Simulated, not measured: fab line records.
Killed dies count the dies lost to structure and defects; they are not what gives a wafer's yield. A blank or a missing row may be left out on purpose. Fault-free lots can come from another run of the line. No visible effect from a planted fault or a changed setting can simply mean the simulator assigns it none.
Struck lot and sound lot, side by side -- flow sky130 -- 15 steps out of a route of 708
Sound: these wafers, L965.3, L965.4, L965.6. The struck wafers were L969.2, L969.4, L969.6. At the end, the cause is stated.
For every step that has rows: the tool of each side, followed by ch and its chambers, followed by its first start. Under that, the readings that differ: sound wafers -- struck wafers -- difference of the means -- sigmas: that difference in standard deviations of wafers without a fault.
alike: words and numbers the same on both sides, and readings whose means are apart by under 2 such deviations; not compared: readings that were withheld, readings missing a value for some wafer, numbers with overlapping values and no deviation given by the record, and bounds like >300 which may hide the same value.
A row with sigmas, a row that says differs or no value, or rows on one side alone: a step with any of these is where the two part. Non-overlapping numbers with no deviation appear without sigmas and do not part them. A reading that every wafer of one side lacks parts them only if that side has two wafers or more.

SKY_METAL1_STRIP_20: strips in O2/N2.
  sound on plasmaAsher-01 ch 0,1, day 34 10:48; struck on plasmaAsher-02 ch 0, day 37 06:16
  alike: drypumpMotorCurrentA, oesProductAu, stripTimeToEndpointS
  not compared: rfHoursCounterH
then, 4 steps without rows for these wafers: SKY_METAL1_STRIP_21 (strips in post etch residue remover, time 1200 s); SKY_METAL1_CLEAN_22 (cleans in IPA, time 180 s); SKY_METAL1_CLEAN_23 (cleans in O3/DIW); SKY_VIA1_HDPCVD_00 (deposits SiO2, target thk 1030 nm, time 171.7 s).
SKY_VIA1_THK_MEAS_01:
  sound on filmMetro-03, day 34 11:29; struck on filmMetro-03, day 37 07:02
  alike: VIA1_HDPCVD_THK
SKY_VIA1_CMP_02: polishes SiO2.
  sound on cmp-02 ch 0,1,3, day 34 11:35; struck on cmp-01 ch 1,2, day 37 07:05
  alike: motorCurrentA, platenRpm
SKY_VIA1_BOW_MEAS_03:
  sound on filmMetro-04, day 34 11:52; struck on filmMetro-01, day 37 07:24
  alike: VIA1_BOW
then, 4 steps without rows for these wafers: SKY_VIA1_DEHYDRATE_04 (time 60 s); SKY_VIA1_HMDS_05 (prime time 60 s); SKY_VIA1_COAT_06 (resist thk 60 nm); SKY_VIA1_COAT_07 (resist thk 450 nm).
SKY_VIA1_SOFTBAKE_08: time 90 s.
  sound on lithoTrack-03 ch 0, day 35 00:00; struck on lithoTrack-01 ch 0, day 37 20:00
reading,sound,struck,difference,sigmas
heaterPowerTotalW (W),57.34 57.28 57.17,59.34 59.32 59.24,+2.04,+17
plateTempC (C),99.71 99.79 99.69,- - -,no value on the struck wafers,
runLengthS (s),118.95 119.11 118.92,110.20 110.18 110.16,-8.81,-68
then, 1 step without rows for these wafers: SKY_VIA1_EXPOSE_09 (exposes mask VIM, target cd 150 nm).
-- the record jumps here: 11 days lie between the struck wafers' starts before and after (it left off in module VIA1 and takes up again in module PAD_OPEN, whose first step shown is number 708 of the route) --
SKY_PAD_OPEN_PROBE_99:
  sound on prober-01, day 47 00:30; struck on prober-01, day 49 06:40
  alike: defectLimitedYield, killed_at_M0_to_M3, killed_at_M4_up, killedAtContacts, killedAtFrontEnd, killedAtOther, killedDies, killedOpen, killedShort

## WHERE THEY PART
Only at SKY_VIA1_SOFTBAKE_08, within this record. Later steps at which nothing parts them and some readings are alike: SKY_PAD_OPEN_PROBE_99.

WHY: what the simulator had put in
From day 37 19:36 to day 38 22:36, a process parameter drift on lithoTrack-01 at SKY_VIA1_SOFTBAKE_08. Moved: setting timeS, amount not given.
